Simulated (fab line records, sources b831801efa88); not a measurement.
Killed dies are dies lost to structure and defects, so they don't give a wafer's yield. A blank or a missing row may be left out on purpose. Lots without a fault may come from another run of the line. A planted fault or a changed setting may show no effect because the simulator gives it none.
One fault seen from 2 desks | flow gf180mcu | each desk has only its own numbers; what lay behind them comes last

THE TOOL OWNER'S DESK: rie_metal-04
The tool's own readings at GF_TOP_METAL_METAL_ETCH_16 (etches the open film in Cl2/BCl3, stops on SiO2, target depth 1197 nm, time 199.5 s): means of the sampled wafers that have a number, for each lot that ran on this tool. A lot is out of limits, marked OUT, if its mean lies more than 4 standard deviations from the usual mean; the brackets give that distance.
Columns: A = bias_w at GF_TOP_METAL_METAL_ETCH_16, usual 140.1 W; B = drypump_motor_current_A at GF_TOP_METAL_METAL_ETCH_16, usual 5.9 A; C = oes_product_au at GF_TOP_METAL_METAL_ETCH_16, usual 0.995 a.u.; D = throttle_valve_pct at GF_TOP_METAL_METAL_ETCH_16, usual 28.225 %
lot  | first seen here | A               | B   | C     | D
L705 | day 28 02:28    | 139.9           | 5.8 | 0.996 | 28.233
L709 | day 29 06:59    | 140.3           | 5.4 | 0.993 | 28.226
L718 | day 31 21:31    | 175.6 (+94) OUT | 5.8 | 0.999 | 28.220
L723 | day 33 00:46    | 176.1 (+95) OUT | 5.4 | 0.998 | 28.225
This desk's finding: out of limits on L718, L723; first on L718, day 31 21:31 (bias_w at GF_TOP_METAL_METAL_ETCH_16). In limits: L705, L709.

THE METROLOGY DESK
What the gauges read, lot by lot, whatever tool the lot ran on: means of the sampled wafers that have a number. A lot is out of limits, marked OUT, if its mean lies more than 4 standard deviations from the usual mean; the brackets give that distance.
Columns: A = TOP_METAL_ALCU_RS at GF_TOP_METAL_RS_MEAS_05, usual 0.03274 ohm/sq
lot  | first seen here | A
L705 | day 27 06:01    | 0.03289
L706 | day 27 15:13    | 0.03303
L707 | day 27 21:47    | 0.03249
L708 | day 28 04:24    | 0.03294
L709 | day 28 11:28    | 0.03301
L710 | day 28 11:52    | 0.03267
L718 | day 31 04:36    | 0.03263
L723 | day 32 08:18    | 0.03282
L725 | day 33 00:44    | 0.03252
L728 | day 34 01:56    | 0.03284
This desk's finding: nothing out of limits on any of the 10 lots.

PUT TOGETHER
The tool owner's desk could have raised an alarm at day 31 21:31, on L718, L723.
The metrology desk saw nothing out of limits.
The metrology desk has L718, L723 on record, within its limits.
Of the lots named, all ran GF_TOP_METAL_METAL_ETCH_16 on rie_metal-04.

WHAT THE SIMULATOR HAD PUT IN
Process parameter drift: rie_metal-04, from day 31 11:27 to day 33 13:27, at GF_TOP_METAL_METAL_ETCH_16. Setting bias_w, moved by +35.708, from 140. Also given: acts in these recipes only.
Lots struck among those shown: L718, L723.
Hours from the fault's start to each desk's first reading out of limits: the tool owner's desk, 10.
